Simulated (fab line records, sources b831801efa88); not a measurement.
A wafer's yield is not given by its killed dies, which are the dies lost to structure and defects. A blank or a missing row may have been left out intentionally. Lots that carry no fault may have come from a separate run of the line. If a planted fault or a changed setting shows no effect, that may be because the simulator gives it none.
fab line records	flow sky130
record: lots: 13	wafers: 39	lastDay: 50
route steps=708 shown SONOS_ONO@169 GATE_OXIDE@201 POLY_GATE@230 PAD_OPEN@708
lots with no fault: from the same line, run without faults
startH: hours from the record's opening day to when the first of the lot's shown wafers began	waitH: hours elapsed since this lot's preceding step	" as in the row above	L1.1+2: several wafers, shown together as one row	- either no value or no given start	* or withheld: withheld	< > ~ a bound
route shown NAME@n: a module of which the file shows steps, and the number in the route of the first	usual: mean and standard deviation over wafers with no fault	same: alike in all rows	chamber/n: place in a boat	sites: each site's reading	_std_site: their standard deviation	_edge_site: outer sites' mean less inner sites'	radiusMm: for every site, how far away it sits from the centre of the wafer	mask NAME#n: copy n	behind: the last tool/chamber to shape the wafer	hold: reason for holding the lot/hours on hold/outcome of the hold	device: which transistor (n, p or np) failed to switch	end of line: the route-end tests of the same wafers	a step given without rows: its recipe and nothing more	killed: at the first sort, the dies lost to defects and structure; wafer yield is something else	map: a wafer's dies, marking killed ones x, the rest . and places with no die _
set.NAME: the run value of the setting; set.NAME@STEP: its run value at that earlier step	model.NAME: the simulator's own value behind a step, which no gauge read
one table for each step of the route and one row for each wafer, over a sample of lots
services: the hour from which a tool's chamber was out of use, counted from the record's first day as startH (under 0 if before that day), plus the number of hours and why
== steps ==
step: SKY_SONOS_ONO_THK_MEAS_01
recipe: reads: SiO2_of_SONOS_ONO_OXIDATION_00
usual: SONOS_ONO_OXIDATION_THK: 2.62/0.066
lot.wafer	tool	chamber	startH	waitH	SONOS_ONO_OXIDATION_THK[nm]
L585.2	filmMetro-04	-	249.52	0.0	2.59
L585.3	"	-	"	"	2.53
L585.4	"	-	"	"	2.61
L586.1	filmMetro-04	-	258.98	0.0	2.50
L586.3	"	-	"	"	2.54
L586.5	"	-	"	"	2.54
L588.2	filmMetro-01	-	275.10	0.0	2.59
L588.3	"	-	"	"	2.59
L588.4	"	-	"	"	2.57
L590.1	filmMetro-04	-	289.21	0.0	2.59
L590.3	"	-	"	"	2.54
L590.6	"	-	"	"	2.60
L591.1	filmMetro-01	-	301.00	0.0	2.61
L591.3	"	-	"	"	2.54
L591.4	"	-	"	"	2.55
L594.1	filmMetro-01	-	325.60	0.0	2.68
L594.2	"	-	"	"	2.72
L594.4	"	-	"	"	2.54
L596.1	filmMetro-04	-	342.75	0.0	2.63
L596.4	"	-	"	"	2.56
L596.5	"	-	"	"	2.55
L598.4	filmMetro-04	-	359.40	0.0	2.70
L598.5	"	-	"	"	2.66
L598.6	"	-	"	"	2.70
L601.2	filmMetro-01	-	380.66	0.0	2.65
L601.3	"	-	"	"	2.74
L601.5	"	-	"	"	2.74
L603.1	filmMetro-01	-	391.02	0.0	2.73
L603.3	"	-	"	"	2.68
L603.6	"	-	"	"	2.69
L605.2	filmMetro-01	-	410.56	0.0	2.64
L605.3	"	-	"	"	2.62
L605.4	"	-	"	"	2.67
L606.1	filmMetro-01	-	419.59	0.0	2.59
L606.5	"	-	"	"	2.60
L606.6	"	-	"	"	2.60
L607.2	filmMetro-03	-	423.62	0.0	2.58
L607.4	"	-	"	"	2.58
L607.6	"	-	"	"	2.61
step: SKY_SONOS_ONO_THK_MEAS_03
recipe: reads: Si3N4_of_SONOS_ONO_CVD_02
usual: SONOS_ONO_CVD_02_THK: 10.49/0.16
lot.wafer	tool	chamber	startH	waitH	SONOS_ONO_CVD_02_THK[nm]
L585.2	filmMetro-04	-	251.79	0.0	10.56
L585.3	"	-	"	"	10.58
L585.4	"	-	"	"	10.62
L586.1	filmMetro-04	-	260.13	0.0	10.74
L586.3	"	-	"	"	10.85
L586.5	"	-	"	"	10.75
L588.2	filmMetro-04	-	276.83	0.0	10.33
L588.3	"	-	"	"	10.41
L588.4	"	-	"	"	10.38
L590.1	filmMetro-04	-	292.53	0.0	10.38
L590.3	"	-	"	"	10.38
L590.6	"	-	"	"	10.41
L591.1	filmMetro-03	-	303.76	0.0	10.44
L591.3	"	-	"	"	10.40
L591.4	"	-	"	"	10.44
L594.1	filmMetro-03	-	326.99	0.0	10.35
L594.2	"	-	"	"	10.46
L594.4	"	-	"	"	10.50
L596.1	filmMetro-01	-	343.86	0.0	10.47
L596.4	"	-	"	"	10.58
L596.5	"	-	"	"	10.63
L598.4	filmMetro-01	-	361.31	0.0	10.36
L598.5	"	-	"	"	10.49
L598.6	"	-	"	"	10.31
L601.2	filmMetro-01	-	382.09	0.0	10.37
L601.3	"	-	"	"	10.31
L601.5	"	-	"	"	10.43
L603.1	filmMetro-04	-	392.13	0.0	10.39
L603.3	"	-	"	"	10.59
L603.6	"	-	"	"	10.41
L605.2	filmMetro-04	-	412.20	0.0	10.84
L605.3	"	-	"	"	10.74
L605.4	"	-	"	"	10.69
L606.1	filmMetro-04	-	422.50	0.0	10.62
L606.5	"	-	"	"	10.45
L606.6	"	-	"	"	10.59
L607.2	filmMetro-01	-	426.55	0.0	10.32
L607.4	"	-	"	"	10.49
L607.6	"	-	"	"	10.35
step: SKY_GATE_OXIDE_TW_MEAS_14
usual: GATE_OXIDE_TW: 227.0/2.3
lot.wafer	tool	chamber	startH	waitH	GATE_OXIDE_TW
L585.2	filmMetro-03	-	305.03	0.1	226.3
L585.3	"	-	"	"	227.2
L585.4	"	-	"	"	225.9
L586.1	filmMetro-02	-	316.12	0.1	229.8
L586.3	"	-	"	"	229.9
L586.5	"	-	"	"	230.8
L588.2	filmMetro-02	-	332.77	0.1	230.9
L588.3	"	-	"	"	230.1
L588.4	"	-	"	"	229.6
L590.1	filmMetro-03	-	347.42	0.1	225.8
L590.3	"	-	"	"	226.4
L590.6	"	-	"	"	225.3
L591.1	filmMetro-02	-	361.01	0.1	231.5
L591.3	"	-	"	"	232.3
L591.4	"	-	"	"	231.8
L594.1	filmMetro-04	-	386.41	0.1	225.6
L594.2	"	-	"	"	225.3
L594.4	"	-	"	"	225.2
L596.1	filmMetro-02	-	403.77	0.1	231.2
L596.4	"	-	"	"	232.2
L596.5	"	-	"	"	232.0
L598.4	filmMetro-04	-	424.79	0.1	225.0
L598.5	"	-	"	"	225.1
L598.6	"	-	"	"	225.5
L601.2	filmMetro-03	-	447.77	0.1	227.0
L601.3	"	-	"	"	226.3
L601.5	"	-	"	"	227.8
L603.1	filmMetro-03	-	456.96	0.1	227.2
L603.3	"	-	"	"	226.6
L603.6	"	-	"	"	226.7
L605.2	filmMetro-04	-	475.40	0.1	225.4
L605.3	"	-	"	"	224.4
L605.4	"	-	"	"	225.8
L606.1	filmMetro-04	-	486.86	0.1	225.9
L606.5	"	-	"	"	224.8
L606.6	"	-	"	"	225.3
L607.2	filmMetro-04	-	492.33	0.1	224.5
L607.4	"	-	"	"	226.2
L607.6	"	-	"	"	225.7
step: SKY_POLY_GATE_ETCH_16
recipe: stopOn: poly-Si	chemistry: CH3F/O2	target: Si3N4	sourceW: 400	biasW: 80	pressureMtorr: 25	ch3fFlowSccm: 40	O2_flow_sccm: 30	timeS: 147.5	targetDepthA: 750
usual: drypumpMotorCurrentA: 5.4/0.49	oesProductAu: 0.640/0.0057	runLengthS: 175.9/0.5	throttleValvePct: 10.536/0.0086
lot.wafer	tool	chamber	startH	waitH	drypumpMotorCurrentA	oesProductAu	rfHoursCounterH	runLengthS	throttleValvePct
L585.2	rieDiel-03	3	367.00	0.0	5.1	0.644	85	176.1	10.537
L585.3	"	0	"	"	5.1	0.640	12	175.3	10.528
L585.4	"	1	"	"	4.9	0.638	81	176.5	10.531
L586.1	rieDiel-02	0	375.46	0.0	5.5	0.646	14	175.3	10.536
L586.3	"	1	"	"	6.0	0.644	86	176.2	10.533
L586.5	"	2	"	"	6.3	0.638	-	176.2	10.542
L588.2	rieDiel-03	3	395.40	0.0	5.2	0.638	85	176.1	10.553
L588.3	"	2	"	"	5.0	0.627	16	175.8	10.540
L588.4	"	1	"	"	4.8	0.642	82	176.3	10.539
L590.1	rieDiel-04	3	410.01	0.0	5.6	0.643	13	175.2	10.540
L590.3	"	0	"	"	5.7	0.638	13	176.2	10.548
L590.6	"	2	"	"	5.0	0.640	-	176.2	10.524
L591.1	rieDiel-02	3	425.61	0.0	5.0	0.643	3	176.6	10.527
L591.3	"	2	"	"	6.3	0.636	40	176.1	10.542
L591.4	"	0	"	"	5.5	0.635	15	175.0	10.565
L594.1	rieDiel-02	3	451.76	0.0	5.0	0.654	4	176.4	10.546
L594.2	"	0	"	"	5.5	0.641	16	175.7	10.527
L594.4	"	1	"	"	6.0	0.641	88	175.7	10.533
L596.1	rieDiel-04	2	469.86	0.0	5.0	0.664	1	167.2	10.536
L596.4	"	1	"	"	5.1	0.633	-	175.7	10.540
L596.5	"	0	"	"	5.7	0.635	-	176.0	10.552
L598.4	rieDiel-04	1	492.66	0.0	5.1	0.645	9	175.6	10.519
L598.5	"	2	"	"	5.0	0.643	-	176.3	10.541
L598.6	"	1	"	"	5.1	0.676	-	166.9	10.542
L601.2	rieDiel-03	2	522.80	0.0	5.0	0.643	18	175.7	10.531
L601.3	"	1	"	"	4.8	0.636	84	176.0	10.543
L601.5	"	1	"	"	4.8	0.633	-	176.4	10.543
L603.1	rieDiel-02	0	524.01	0.0	5.5	0.639	17	175.2	10.548
L603.3	"	1	"	"	6.0	0.641	89	175.5	10.529
L603.6	"	1	"	"	6.0	0.648	-	175.8	10.543
L605.2	rieDiel-03	3	540.85	0.0	5.2	0.641	0	176.5	10.527
L605.3	"	1	"	"	4.8	0.645	85	175.9	10.523
L605.4	"	0	"	"	5.1	0.637	16	175.4	10.541
L606.1	rieDiel-02	2	552.46	0.0	6.3	0.636	43	176.2	10.549
L606.5	"	2	"	"	6.3	0.641	-	176.1	10.523
L606.6	"	3	"	"	5.0	0.637	-	176.3	10.537
L607.2	rieDiel-04	3	557.90	0.0	5.6	0.640	16	175.6	10.541
L607.4	"	1	"	"	5.0	0.646	10	175.5	10.551
L607.6	"	1	"	"	5.1	0.640	-	175.4	10.532
step: SKY_PAD_OPEN_PROBE_99
usual: killed_at_M0_to_M3: 44/7.1	killed_at_M4_up: 3.3/1.8	killedAtContacts: 23/5.5	killedAtFrontEnd: 15/4.5	killedAtOther: 0.2/0.48	killedDies: 85/8.4	killedOpen: 46/6.6	killedShort: 39/6.1
same: grossDies: 492	killedAtBackSide: 0
lot.wafer	tool	chamber	startH	waitH	killed_at_M0_to_M3	killed_at_M4_up	killedAtContacts	killedAtFrontEnd	killedAtOther	killedDies	killedOpen	killedShort
L585.2	prober-01	-	1072.49	0.1	47	4	16	16	0	83	51	32
L585.3	prober-01	-	1072.54	0.2	54	7	28	14	0	103	65	38
L585.4	prober-01	-	1072.59	0.2	42	2	24	8	0	76	34	42
L586.1	prober-02	-	1080.29	0.1	42	3	22	25	0	92	56	36
L586.3	prober-02	-	1080.39	0.2	41	2	20	11	0	74	39	35
L586.5	prober-02	-	1080.49	0.2	44	1	22	13	0	80	35	45
L588.2	prober-02	-	1093.65	0.1	47	3	29	13	0	92	52	40
L588.3	prober-02	-	1093.70	0.2	36	3	16	16	1	72	33	39
L588.4	prober-02	-	1093.75	0.2	45	2	24	14	0	85	52	33
L590.1	prober-01	-	1105.21	0.1	40	3	24	17	0	84	41	43
L590.3	prober-01	-	1105.31	0.2	43	2	22	18	1	86	41	44
L590.6	prober-01	-	1105.46	0.2	60	3	12	28	0	103	58	45
L591.1	prober-02	-	1112.53	0.1	48	4	18	16	0	86	43	43
L591.3	prober-02	-	1112.63	0.2	45	6	16	14	0	81	37	44
L591.4	prober-02	-	1112.68	0.2	50	2	26	12	0	90	51	39
L594.1	prober-02	-	1129.82	0.1	37	4	37	15	1	94	56	37
L594.2	prober-02	-	1129.87	0.1	42	3	22	12	0	79	42	37
L594.4	prober-02	-	1129.97	0.2	45	3	35	16	0	99	54	45
L596.1	prober-02	-	1142.86	0.1	36	4	23	19	0	82	39	43
L596.4	prober-02	-	1143.01	0.2	30	8	23	25	1	87	38	47
L596.5	prober-02	-	1143.06	0.2	44	3	17	24	0	88	40	47
L598.4	prober-02	-	1159.95	0.2	44	2	30	15	0	91	48	43
L598.5	prober-02	-	1160.00	0.2	37	4	25	17	0	83	41	40
L598.6	prober-02	-	1160.05	0.2	48	5	14	16	1	84	37	46
L603.1	prober-01	-	1176.54	0.1	49	2	16	16	0	83	44	39
L603.3	prober-01	-	1176.64	0.2	39	1	32	19	0	91	56	35
L603.6	prober-01	-	1176.79	0.2	38	3	15	16	1	73	39	33
L601.2	prober-02	-	1177.74	0.1	28	1	30	15	0	74	41	33
L601.3	prober-02	-	1177.79	0.2	49	4	16	16	3	88	48	40
L601.5	prober-02	-	1177.89	0.2	31	3	25	25	0	84	42	42
L605.2	prober-02	-	1185.08	0.1	43	2	26	13	1	85	44	40
L605.3	prober-02	-	1185.13	0.2	39	4	28	13	0	84	41	43
L605.4	prober-02	-	1185.18	0.2	44	6	31	15	1	97	46	50
L606.1	prober-01	-	1189.41	0.1	41	2	29	17	0	89	46	43
L606.5	prober-01	-	1189.61	0.2	59	3	20	8	1	91	58	33
L606.6	prober-01	-	1189.66	0.2	37	4	14	19	0	74	40	34
L607.2	prober-02	-	1191.67	0.1	44	5	14	17	0	80	41	38
L607.4	prober-02	-	1191.77	0.2	29	2	21	18	0	70	38	32
L607.6	prober-02	-	1191.87	0.2	49	2	19	14	0	84	56	27
killed by level:class
L585.2 VIA1:geometricParticle:open=12 LI_CONTACT:geometricParticle:open=8 VIA2:geometricParticle:open=8 POLY_GATE:geometricParticle:open=7 METAL2:geometricParticle:short=7 VIA1:geometricParticle:short=6 CONTACT:geometricParticle:open=5 VIA3:geometricParticle:open=4
L585.3 VIA1:geometricParticle:open=15 CONTACT:geometricParticle:open=14 VIA2:geometricParticle:open=8 LI_CONTACT:geometricParticle:open=7 METAL2:geometricParticle:short=7 VIA3:geometricParticle:open=7 VIA2:geometricParticle:short=5 FIELD_ISO:geometricParticle:open=4
L585.4 VIA1:geometricParticle:open=9 CONTACT:geometricParticle:open=8 METAL1:geometricParticle:short=8 LI_CONTACT:geometricParticle:open=7 CONTACT:geometricParticle:short=4 METAL2:geometricParticle:short=4 VIA2:geometricParticle:short=4 METAL3:geometricParticle:short=4
L586.1 CONTACT:geometricParticle:open=12 VIA3:geometricParticle:open=9 VIA1:geometricParticle:open=8 VIA2:geometricParticle:open=7 FIELD_ISO:geometricParticle:open=6 POLY_GATE:geometricParticle:open=6 FIELD_ISO:geometricParticle:short=5 LI_CONTACT:geometricParticle:open=5
L586.3 CONTACT:geometricParticle:open=9 VIA3:geometricParticle:open=8 VIA1:geometricParticle:open=8 CONTACT:geometricParticle:short=6 VIA2:geometricParticle:open=6 METAL1:geometricParticle:short=4 VIA1:geometricParticle:short=4 METAL2:geometricParticle:short=4
L586.5 CONTACT:geometricParticle:short=10 METAL2:geometricParticle:short=7 VIA3:geometricParticle:open=7 VIA2:geometricParticle:open=6 FIELD_ISO:geometricParticle:short=5 FIELD_ISO:geometricParticle:open=5 VIA1:geometricParticle:open=5 CONTACT:geometricParticle:open=4
L588.2 CONTACT:geometricParticle:open=11 VIA1:geometricParticle:open=11 VIA2:geometricParticle:open=8 LI_CONTACT:geometricParticle:open=7 METAL2:geometricParticle:short=6 CONTACT:geometricParticle:short=6 METAL1:geometricParticle:short=5 VIA3:geometricParticle:open=5
L588.3 VIA1:geometricParticle:open=8 VIA3:geometricParticle:open=6 FIELD_ISO:geometricParticle:short=6 CONTACT:geometricParticle:open=5 CONTACT:geometricParticle:short=5 VIA2:geometricParticle:short=5 VIA1:geometricParticle:short=5 FIELD_ISO:geometricParticle:open=4
L588.4 VIA1:geometricParticle:open=15 LI_CONTACT:geometricParticle:open=10 CONTACT:geometricParticle:open=9 FIELD_ISO:geometricParticle:short=5 METAL2:geometricParticle:short=5 VIA2:geometricParticle:open=5 VIA3:geometricParticle:open=5 CONTACT:geometricParticle:short=4
L590.1 VIA1:geometricParticle:open=11 LI_CONTACT:geometricParticle:open=8 FIELD_ISO:geometricParticle:short=7 LOCAL_INTERCONNECT:geometricParticle:short=6 VIA2:geometricParticle:open=6 CONTACT:geometricParticle:open=5 FIELD_ISO:geometricParticle:open=4 VIA1:geometricParticle:short=4
L590.3 VIA1:geometricParticle:open=9 METAL1:geometricParticle:short=7 VIA2:geometricParticle:open=7 LI_CONTACT:geometricParticle:short=6 VIA3:geometricParticle:open=6 POLY_GATE:geometricParticle:short=5 POLY_GATE:geometricParticle:open=5 LI_CONTACT:geometricParticle:open=4
L590.6 VIA3:geometricParticle:open=14 VIA2:geometricParticle:open=13 VIA1:geometricParticle:open=11 POLY_GATE:geometricParticle:short=10 FIELD_ISO:geometricParticle:short=6 VIA1:geometricParticle:short=5 METAL2:geometricParticle:short=5 CONTACT:geometricParticle:open=5
L591.1 VIA2:geometricParticle:open=9 METAL1:geometricParticle:short=8 LI_CONTACT:geometricParticle:open=7 VIA1:geometricParticle:open=7 POLY_GATE:geometricParticle:open=6 CONTACT:geometricParticle:open=6 VIA1:geometricParticle:short=6 POLY_GATE:geometricParticle:short=4
L591.3 VIA1:geometricParticle:open=15 METAL2:geometricParticle:short=10 VIA1:geometricParticle:short=6 VIA3:geometricParticle:open=5 VIA2:geometricParticle:short=5 LI_CONTACT:geometricParticle:open=4 LOCAL_INTERCONNECT:geometricParticle:short=4 POLY_GATE:geometricParticle:short=3
L591.4 VIA1:geometricParticle:open=13 LI_CONTACT:geometricParticle:open=9 VIA2:geometricParticle:open=8 POLY_GATE:geometricParticle:open=6 VIA1:geometricParticle:short=6 VIA3:geometricParticle:open=6 METAL1:geometricParticle:short=5 METAL2:geometricParticle:short=5
L594.1 CONTACT:geometricParticle:open=15 VIA1:geometricParticle:open=11 CONTACT:geometricParticle:short=10 VIA2:geometricParticle:open=9 FIELD_ISO:geometricParticle:open=6 LI_CONTACT:geometricParticle:open=4 FIELD_ISO:geometricParticle:short=3 LI_CONTACT:geometricParticle:short=3
L594.2 CONTACT:geometricParticle:open=11 VIA3:geometricParticle:open=8 VIA1:geometricParticle:open=7 METAL1:geometricParticle:short=6 VIA1:geometricParticle:short=6 CONTACT:geometricParticle:short=5 VIA2:geometricParticle:open=4 POLY_GATE:geometricParticle:open=3
L594.4 CONTACT:geometricParticle:open=15 VIA1:geometricParticle:open=11 CONTACT:geometricParticle:short=8 VIA2:geometricParticle:open=7 METAL2:geometricParticle:short=6 LI_CONTACT:geometricParticle:open=6 METAL1:geometricParticle:short=6 VIA3:geometricParticle:open=5
L596.1 LI_CONTACT:geometricParticle:open=9 VIA2:geometricParticle:short=7 POLY_GATE:geometricParticle:short=7 CONTACT:geometricParticle:open=7 VIA2:geometricParticle:open=6 FIELD_ISO:geometricParticle:open=5 VIA3:geometricParticle:open=5 VIA1:geometricParticle:short=5
L596.4 LI_CONTACT:geometricParticle:open=10 POLY_GATE:geometricParticle:short=8 METAL4:geometricParticle:short=7 FIELD_ISO:geometricParticle:short=5 VIA2:geometricParticle:open=5 FIELD_ISO:geometricParticle:open=4 LI_CONTACT:geometricParticle:short=4 LOCAL_INTERCONNECT:geometricParticle:short=4
L596.5 VIA1:geometricParticle:short=8 POLY_GATE:geometricParticle:short=7 VIA1:geometricParticle:open=7 VIA3:geometricParticle:open=7 CONTACT:geometricParticle:open=6 FIELD_ISO:geometricParticle:open=5 CONTACT:geometricParticle:short=5 METAL1:geometricParticle:short=5
L598.4 CONTACT:geometricParticle:open=11 CONTACT:geometricParticle:short=10 VIA1:geometricParticle:open=10 VIA3:geometricParticle:open=7 VIA2:geometricParticle:open=6 LI_CONTACT:geometricParticle:open=5 FIELD_ISO:geometricParticle:short=4 FIELD_ISO:geometricParticle:open=4
L598.5 CONTACT:geometricParticle:open=9 LI_CONTACT:geometricParticle:open=8 VIA1:geometricParticle:short=7 FIELD_ISO:geometricParticle:open=6 VIA2:geometricParticle:open=6 METAL1:geometricParticle:short=5 METAL2:geometricParticle:short=5 FIELD_ISO:geometricParticle:short=4
L598.6 VIA1:geometricParticle:open=9 VIA2:geometricParticle:open=8 METAL1:geometricParticle:short=7 VIA1:geometricParticle:short=5 POLY_GATE:geometricParticle:open=4 POLY_GATE:geometricParticle:short=4 LI_CONTACT:geometricParticle:open=4 METAL2:geometricParticle:short=4
L603.1 VIA1:geometricParticle:open=12 VIA3:geometricParticle:open=7 VIA3:geometricParticle:short=6 METAL2:geometricParticle:short=5 VIA2:geometricParticle:short=5 FIELD_ISO:geometricParticle:open=4 POLY_GATE:geometricParticle:open=4 CONTACT:geometricParticle:open=4
L603.3 CONTACT:geometricParticle:open=13 VIA1:geometricParticle:open=9 LI_CONTACT:geometricParticle:open=6 VIA2:geometricParticle:open=6 VIA3:geometricParticle:open=6 FIELD_ISO:geometricParticle:short=5 POLY_GATE:geometricParticle:open=5 CONTACT:geometricParticle:short=5
L603.6 VIA1:geometricParticle:open=10 FIELD_ISO:geometricParticle:short=5 LI_CONTACT:geometricParticle:open=5 METAL1:geometricParticle:short=5 VIA3:geometricParticle:open=5 FIELD_ISO:geometricParticle:open=4 METAL2:geometricParticle:short=4 VIA1:geometricParticle:short=4
L601.2 CONTACT:geometricParticle:open=10 LI_CONTACT:geometricParticle:open=7 VIA3:geometricParticle:open=7 LOCAL_INTERCONNECT:geometricParticle:short=6 POLY_GATE:geometricParticle:short=5 SPACER:geometricParticle:open=4 LOCAL_INTERCONNECT:geometricParticle:open=4 METAL1:geometricParticle:short=4
L601.3 VIA3:geometricParticle:open=13 LI_CONTACT:geometricParticle:open=7 VIA2:geometricParticle:open=7 METAL1:geometricParticle:short=5 VIA1:geometricParticle:open=5 METAL2:geometricParticle:short=5 VIA2:geometricParticle:short=5 POLY_GATE:geometricParticle:open=4
L601.5 CONTACT:geometricParticle:open=9 LI_CONTACT:geometricParticle:open=9 FIELD_ISO:geometricParticle:short=6 POLY_GATE:geometricParticle:open=5 METAL1:geometricParticle:short=5 VIA1:geometricParticle:short=5 VIA3:geometricParticle:short=4 VIA1:geometricParticle:open=4
L605.2 VIA1:geometricParticle:open=13 LI_CONTACT:geometricParticle:open=9 VIA3:geometricParticle:short=7 CONTACT:geometricParticle:open=6 LI_CONTACT:geometricParticle:short=5 VIA3:geometricParticle:open=5 METAL2:geometricParticle:short=4 POLY_GATE:geometricParticle:open=3
L605.3 CONTACT:geometricParticle:open=11 VIA3:geometricParticle:open=8 LI_CONTACT:geometricParticle:open=7 VIA1:geometricParticle:open=5 METAL3:geometricParticle:short=5 VIA3:geometricParticle:short=5 FIELD_ISO:geometricParticle:short=4 CONTACT:geometricParticle:short=4
L605.4 VIA1:geometricParticle:open=13 CONTACT:geometricParticle:open=12 LI_CONTACT:geometricParticle:open=8 VIA1:geometricParticle:short=7 POLY_GATE:geometricParticle:short=5 LOCAL_INTERCONNECT:geometricParticle:short=5 CONTACT:geometricParticle:short=5 METAL1:geometricParticle:short=5
L606.1 VIA2:geometricParticle:open=13 CONTACT:geometricParticle:open=9 LI_CONTACT:geometricParticle:open=8 FIELD_ISO:geometricParticle:open=6 FIELD_ISO:geometricParticle:short=6 CONTACT:geometricParticle:short=6 VIA1:geometricParticle:short=6 VIA1:geometricParticle:open=4
L606.5 VIA1:geometricParticle:open=14 VIA2:geometricParticle:open=13 LI_CONTACT:geometricParticle:open=8 VIA3:geometricParticle:open=7 CONTACT:geometricParticle:open=6 METAL1:geometricParticle:short=5 VIA1:geometricParticle:short=5 METAL2:geometricParticle:short=5
L606.6 FIELD_ISO:geometricParticle:open=11 VIA3:geometricParticle:open=8 VIA2:geometricParticle:open=5 FIELD_ISO:geometricParticle:short=4 LI_CONTACT:geometricParticle:open=4 METAL1:geometricParticle:short=4 METAL2:geometricParticle:short=4 VIA2:geometricParticle:short=4
L607.2 VIA3:geometricParticle:open=8 VIA1:geometricParticle:open=8 METAL1:geometricParticle:short=6 CONTACT:geometricParticle:open=5 VIA1:geometricParticle:short=5 METAL2:geometricParticle:short=5 POLY_GATE:geometricParticle:short=4 METAL1:geometricParticle:open=4
L607.4 LI_CONTACT:geometricParticle:open=7 FIELD_ISO:geometricParticle:open=6 METAL1:geometricParticle:short=6 VIA1:geometricParticle:open=5 CONTACT:geometricParticle:open=4 POLY_GATE:geometricParticle:open=4 LOCAL_INTERCONNECT:geometricParticle:short=4 CONTACT:geometricParticle:short=4
L607.6 VIA1:geometricParticle:open=12 VIA2:geometricParticle:open=11 LI_CONTACT:geometricParticle:open=10 VIA1:geometricParticle:short=7 CONTACT:geometricParticle:open=6 POLY_GATE:geometricParticle:open=5 METAL2:geometricParticle:short=5 VIA3:geometricParticle:open=5
== services ==
tool	chamber	startH	hours	kind
rieDiel-04	-	345.31	0.3	repair
rieDiel-04	3	366.77	5.5	repair
rieDiel-02	3	380.60	8.3	repair
rieDiel-04	2	394.94	-	clean
rieDiel-04	2	394.94	13.7	scheduledDown
rieDiel-04	2	394.94	13.7	ventCycle
rieDiel-04	3	465.19	6.8	repair
rieDiel-03	3	506.27	3.4	repair
rieDiel-02	3	519.38	12.7	repair
rieDiel-03	3	522.10	1.9	repair
rieDiel-03	3	523.96	-	clean
rieDiel-03	3	523.96	14.4	scheduledDown
rieDiel-03	3	523.96	14.4	ventCycle
rieDiel-02	1	532.10	-	clean
rieDiel-02	1	532.10	12.0	scheduledDown
rieDiel-02	1	532.10	12.0	ventCycle
rieDiel-02	0	536.40	3.9	repair
rieDiel-03	1	545.90	-	clean
rieDiel-03	1	545.90	15.3	scheduledDown
rieDiel-03	1	545.90	15.3	ventCycle
rieDiel-04	2	549.03	8.1	repair
== key ==
firstSign: step: SKY_POLY_GATE_ETCH_16	reading: runLengthS	direction: down	sigmas: 18	usual: *	struck: *
effect: step: SKY_POLY_GATE_ETCH_16	reading: oesProductAu	direction: up	sigmas: 5.3	usual: 0.640	struck: 0.670
metAt SKY_POLY_GATE_ETCH_16
struckLots L596,L598
struckWafers L596.1,L598.6
testerLeftOut L596,L598
notActingAt SKY_SONOS_ONO_THK_MEAS_01,SKY_SONOS_ONO_THK_MEAS_03,SKY_GATE_OXIDE_TW_MEAS_14
onsetBetween 410.01 469.86
fault: kind: processParameterDrift	tool: rieDiel-04	chamber: -	onsetH: 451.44	steps: SKY_POLY_GATE_ETCH_16	channel: timeS	offset: *	shape: step	endH: 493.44	scope: struckWafersOnly	actsIn: *	stated: *
testerLeftOut: of these lots the tester's yield and bins aren't shown, on N5 and GAA mostly nor the transistor test; their killed dies are dies lost to structure and defects alone, not to doping, threshold or leakage, so they don't give the yield
